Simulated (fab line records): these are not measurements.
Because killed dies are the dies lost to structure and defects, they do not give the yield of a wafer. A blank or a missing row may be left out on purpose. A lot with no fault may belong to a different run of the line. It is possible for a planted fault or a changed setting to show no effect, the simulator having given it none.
Which tool did it? || flow sky130 || 39 wafers from 13 lots sampled at 4 of the route's 708 steps

WHAT THE GAUGES SHOWED, per wafer
SKY_SONOS_TUNNEL_CD_MEAS_07: target cd 410 nm. Usual: 409.8 nm for cd nm, sd 2.3.
{"lot": "L640", "measured": "day 12 17:12", "on": "cd sem-02", "cd nm (nm)": "410.9 411.1 410.8", "flag": ""}
{"lot": "L641", "measured": "day 12 19:38", "on": "cd sem-02", "cd nm (nm)": "410.4 410.5 410.8", "flag": ""}
{"lot": "L644", "measured": "day 13 20:05", "on": "cd sem-01", "cd nm (nm)": "405.0 408.4 408.2", "flag": ""}
{"lot": "L645", "measured": "day 14 03:27", "on": "cd sem-02", "cd nm (nm)": "410.8 410.3 412.2", "flag": ""}
{"lot": "L648", "measured": "day 15 00:00", "on": "cd sem-02", "cd nm (nm)": "407.6 404.3 408.5", "flag": ""}
{"lot": "L653", "measured": "day 16 14:31", "on": "cd sem-02", "cd nm (nm)": "411.3 412.8 411.2", "flag": ""}
{"lot": "L655", "measured": "day 17 08:47", "on": "cd sem-02", "cd nm (nm)": "409.2 408.9 410.9", "flag": ""}
{"lot": "L656", "measured": "day 17 11:51", "on": "cd sem-02", "cd nm (nm)": "411.6 409.0 409.5", "flag": ""}
{"lot": "L657", "measured": "day 18 00:22", "on": "cd sem-02", "cd nm (nm)": "409.2 408.0 408.2", "flag": ""}
{"lot": "L658", "measured": "day 18 06:36", "on": "cd sem-01", "cd nm (nm)": "407.6 407.6 408.4", "flag": ""}
{"lot": "L659", "measured": "day 19 02:29", "on": "cd sem-01", "cd nm (nm)": "411.2 410.3 411.3", "flag": ""}
{"lot": "L660", "measured": "day 19 06:52", "on": "cd sem-01", "cd nm (nm)": "414.8 415.6 413.5", "flag": ""}
{"lot": "L661", "measured": "day 19 11:28", "on": "cd sem-02", "cd nm (nm)": "406.5 406.2 404.5", "flag": ""}

SKY_GATE_OXIDE_TW_MEAS_14. Usual: GATE_OXIDE_TW typically reads 225.6, with standard deviation 1.1.
{"lot": "L640", "measured": "day 15 07:17", "on": "film metro-04", "GATE_OXIDE_TW": "225.9 226.8 225.4", "flag": ""}
{"lot": "L641", "measured": "day 15 08:52", "on": "film metro-02", "GATE_OXIDE_TW": "226.9 227.3 227.1", "flag": ""}
{"lot": "L644", "measured": "day 16 12:48", "on": "film metro-02", "GATE_OXIDE_TW": "226.4 224.8 225.7", "flag": ""}
{"lot": "L645", "measured": "day 16 23:26", "on": "film metro-04", "GATE_OXIDE_TW": "224.8 226.1 226.0", "flag": ""}
{"lot": "L648", "measured": "day 17 18:28", "on": "film metro-02", "GATE_OXIDE_TW": "226.7 227.9 227.7", "flag": ""}
{"lot": "L653", "measured": "day 19 13:53", "on": "film metro-04", "GATE_OXIDE_TW": "225.1 223.7 223.7", "flag": ""}
{"lot": "L655", "measured": "day 20 09:31", "on": "film metro-01", "GATE_OXIDE_TW": "226.0 225.6 224.9", "flag": ""}
{"lot": "L656", "measured": "day 20 13:13", "on": "film metro-04", "GATE_OXIDE_TW": "225.0 227.3 226.3", "flag": ""}
{"lot": "L657", "measured": "day 20 23:18", "on": "film metro-04", "GATE_OXIDE_TW": "226.0 224.8 226.0", "flag": ""}
{"lot": "L658", "measured": "day 21 06:32", "on": "film metro-02", "GATE_OXIDE_TW": "225.1 226.5 224.8", "flag": ""}
{"lot": "L659", "measured": "day 22 01:02", "on": "film metro-02", "GATE_OXIDE_TW": "226.3 224.1 224.1", "flag": ""}
{"lot": "L660", "measured": "day 22 04:21", "on": "film metro-01", "GATE_OXIDE_TW": "224.7 226.6 226.5", "flag": ""}
{"lot": "L661", "measured": "day 22 09:03", "on": "film metro-04", "GATE_OXIDE_TW": "223.4 224.5 222.4", "flag": ""}

EACH LOT AND THE TOOL THAT RAN IT (in order: tool; ch and the chambers of the sampled wafers; start)
{"lot": "L640", "SKY_GATE_OXIDE_EXPOSE_07": "iline stepper-01 ch 0, day 14 17:32", "SKY_GATE_OXIDE_STRIP_13": "plasma asher-02 ch 0,1, day 15 07:10"}
{"lot": "L641", "SKY_GATE_OXIDE_EXPOSE_07": "iline stepper-02 ch 0, day 14 19:04", "SKY_GATE_OXIDE_STRIP_13": "plasma asher-02 ch 0,1, day 15 08:46"}
{"lot": "L644", "SKY_GATE_OXIDE_EXPOSE_07": "iline stepper-01 ch 0, day 15 22:39", "SKY_GATE_OXIDE_STRIP_13": "plasma asher-02 ch 0,1, day 16 12:42"}
{"lot": "L645", "SKY_GATE_OXIDE_EXPOSE_07": "iline stepper-02 ch 0, day 16 09:22", "SKY_GATE_OXIDE_STRIP_13": "plasma asher-02 ch 0,1, day 16 23:20"}
{"lot": "L648", "SKY_GATE_OXIDE_EXPOSE_07": "iline stepper-01 ch 0, day 17 03:18", "SKY_GATE_OXIDE_STRIP_13": "plasma asher-01 ch 0,1, day 17 18:22"}
{"lot": "L653", "SKY_GATE_OXIDE_EXPOSE_07": "iline stepper-02 ch 0, day 18 22:22", "SKY_GATE_OXIDE_STRIP_13": "plasma asher-01 ch 0,1, day 19 13:46"}
{"lot": "L655", "SKY_GATE_OXIDE_EXPOSE_07": "iline stepper-01 ch 0, day 19 17:19", "SKY_GATE_OXIDE_STRIP_13": "plasma asher-01 ch 0,1, day 20 09:26"}
{"lot": "L656", "SKY_GATE_OXIDE_EXPOSE_07": "iline stepper-01 ch 0, day 19 21:47", "SKY_GATE_OXIDE_STRIP_13": "plasma asher-02 ch 0,1, day 20 13:07"}
{"lot": "L657", "SKY_GATE_OXIDE_EXPOSE_07": "iline stepper-01 ch 0, day 20 07:55", "SKY_GATE_OXIDE_STRIP_13": "plasma asher-04 ch 0,1, day 20 23:11"}
{"lot": "L658", "SKY_GATE_OXIDE_EXPOSE_07": "iline stepper-02 ch 0, day 20 14:37", "SKY_GATE_OXIDE_STRIP_13": "plasma asher-04 ch 0,1, day 21 06:26"}
{"lot": "L659", "SKY_GATE_OXIDE_EXPOSE_07": "iline stepper-02 ch 0, day 21 09:15", "SKY_GATE_OXIDE_STRIP_13": "plasma asher-04 ch 0,1, day 22 00:56"}
{"lot": "L660", "SKY_GATE_OXIDE_EXPOSE_07": "iline stepper-02 ch 0, day 21 12:22", "SKY_GATE_OXIDE_STRIP_13": "plasma asher-01 ch 0,1, day 22 04:14"}
{"lot": "L661", "SKY_GATE_OXIDE_EXPOSE_07": "iline stepper-01 ch 0, day 21 17:26", "SKY_GATE_OXIDE_STRIP_13": "plasma asher-02 ch 0,1, day 22 08:57"}
- SKY_GATE_OXIDE_EXPOSE_07: exposes mask LVOM, target cd 600 nm.
- SKY_GATE_OXIDE_STRIP_13: strips in O2/N2.

AS READ BY THE TOOLS THEMSELVES (means over the sampled wafers that have a number; for cases with no such wafer, the mark the record gives instead)
SKY_GATE_OXIDE_STRIP_13. Usual: drypump motor current A 5.8 A, standard deviation 0.44; oes product au 0.715 a.u., standard deviation 0.0045; strip time to endpoint s 14.19 s, standard deviation 0.038.
{"lot": "L640", "tool": "plasma asher-02", "drypump motor current A (A)": 6.1, "oes product au (a.u.)": 0.713, "strip time to endpoint s (s)": 14.19, "flag": ""}
{"lot": "L641", "tool": "plasma asher-02", "drypump motor current A (A)": 5.9, "oes product au (a.u.)": 0.714, "strip time to endpoint s (s)": 14.17, "flag": ""}
{"lot": "L644", "tool": "plasma asher-02", "drypump motor current A (A)": 5.9, "oes product au (a.u.)": 0.712, "strip time to endpoint s (s)": 14.22, "flag": ""}
{"lot": "L645", "tool": "plasma asher-02", "drypump motor current A (A)": 6.1, "oes product au (a.u.)": 0.715, "strip time to endpoint s (s)": 14.25, "flag": ""}
{"lot": "L648", "tool": "plasma asher-01", "drypump motor current A (A)": 5.2, "oes product au (a.u.)": 0.712, "strip time to endpoint s (s)": 14.18, "flag": ""}
{"lot": "L653", "tool": "plasma asher-01", "drypump motor current A (A)": 5.2, "oes product au (a.u.)": 0.717, "strip time to endpoint s (s)": 14.22, "flag": ""}
{"lot": "L655", "tool": "plasma asher-01", "drypump motor current A (A)": 5.5, "oes product au (a.u.)": 0.717, "strip time to endpoint s (s)": 14.21, "flag": ""}
{"lot": "L656", "tool": "plasma asher-02", "drypump motor current A (A)": 5.9, "oes product au (a.u.)": 0.718, "strip time to endpoint s (s)": 14.24, "flag": ""}
{"lot": "L657", "tool": "plasma asher-04", "drypump motor current A (A)": 5.9, "oes product au (a.u.)": 0.712, "strip time to endpoint s (s)": 14.14, "flag": ""}
{"lot": "L658", "tool": "plasma asher-04", "drypump motor current A (A)": 6.0, "oes product au (a.u.)": 0.717, "strip time to endpoint s (s)": 14.18, "flag": ""}
{"lot": "L659", "tool": "plasma asher-04", "drypump motor current A (A)": 6.0, "oes product au (a.u.)": 0.714, "strip time to endpoint s (s)": 14.15, "flag": ""}
{"lot": "L660", "tool": "plasma asher-01", "drypump motor current A (A)": 5.2, "oes product au (a.u.)": 0.717, "strip time to endpoint s (s)": 14.21, "flag": ""}
{"lot": "L661", "tool": "plasma asher-02", "drypump motor current A (A)": 5.9, "oes product au (a.u.)": 0.711, "strip time to endpoint s (s)": 14.17, "flag": ""}

THE ANSWER, worked out from the rows above alone
Rule: lot off if the mean of its wafers having a number is beyond 3 standard deviations from the usual mean. A lot without any number at a reading at which 4 lots or more have one is off too. Where the step has rows for the other lots, those lots are counted as sound. The gauges are gone through in route order, then the tools' own readings, and for those a lot's mean is taken as printed above. The first step at which some lot is off is used, and at that step the reading that is off furthest; a lot without a number counts as furthest.
No lot is off at any reading shown: from this, nothing can be told.

WHAT THE SIMULATOR HAD PUT IN
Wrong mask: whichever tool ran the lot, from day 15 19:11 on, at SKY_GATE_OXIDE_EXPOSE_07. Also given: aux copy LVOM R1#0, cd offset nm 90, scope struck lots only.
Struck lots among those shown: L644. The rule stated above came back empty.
